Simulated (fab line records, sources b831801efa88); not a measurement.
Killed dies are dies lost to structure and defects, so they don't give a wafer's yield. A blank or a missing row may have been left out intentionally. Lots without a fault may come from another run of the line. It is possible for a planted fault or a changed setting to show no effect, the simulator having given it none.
Chamber matching    flow sky130    cmp-02 running SKY_CONTACT_CMP_04: 4 sister chambers
The step polishes SiO2. 8 wafers are shown with their chamber, then 12 later ones without.

## WAFERS WITH THEIR CHAMBER
wafer   chamber  motor current A (A)  time to endpoint s (s)
L076.1  3        9.8                  87
L085.5  1        13.0                 85
L086.1  2        14.2                 86
L086.2  3        10.1                 85
L086.4  0        10.1                 78
L089.2  2        14.4                 85
L089.5  0        10.1                 81
L089.6  1        13.0                 91

## WAFERS MISSING THEIR CHAMBER
wafer   motor current A (A)  time to endpoint s (s)
L090.2  10.5                 80
L090.4  10.5                 80
L090.5  13.4                 88
L092.2  10.7                 76
L092.4  12.8                 89
L092.6  14.1                 87
L094.1  10.4                 83
L094.3  14.0                 83
L094.6  13.0                 86
L096.3  10.5                 84
L096.5  10.0                 91
L096.6  13.4                 92

## EACH ONE'S CHAMBER
wafer    from the rows above       in truth
L090.2   can't be placed: 0 or 3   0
L090.4   can't be placed: 0 or 3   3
L090.5   1                         1
L092.2   0                         0
L092.4   1                         1
L092.6   2                         2
L094.1   can't be placed: 0 or 3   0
L094.3   2                         2
L094.6   1                         1
L096.3   can't be placed: 0 or 3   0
L096.5   3                         3
L096.6   1                         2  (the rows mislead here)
Correct placement for 7 of the 12. Unplaceable from these rows: 4, with the true chamber sitting among the candidates in 4. Placed wrongly: 1.
How it was worked out, from the rows above alone: a wafer's distance from a chamber is the root of the sum, over the readings, of the square of ((its reading less the chamber's mean) divided by the reading's scatter). The wafer belongs to the nearest chamber; if the next one is less than 2 further off, it can't be placed. For every chamber, the mean is computed from those of its wafers that are shown. The scatter is the square root of a quotient: the sum, over the shown wafers, of each reading's squared deviation from its chamber's mean, divided by wafers minus chambers.
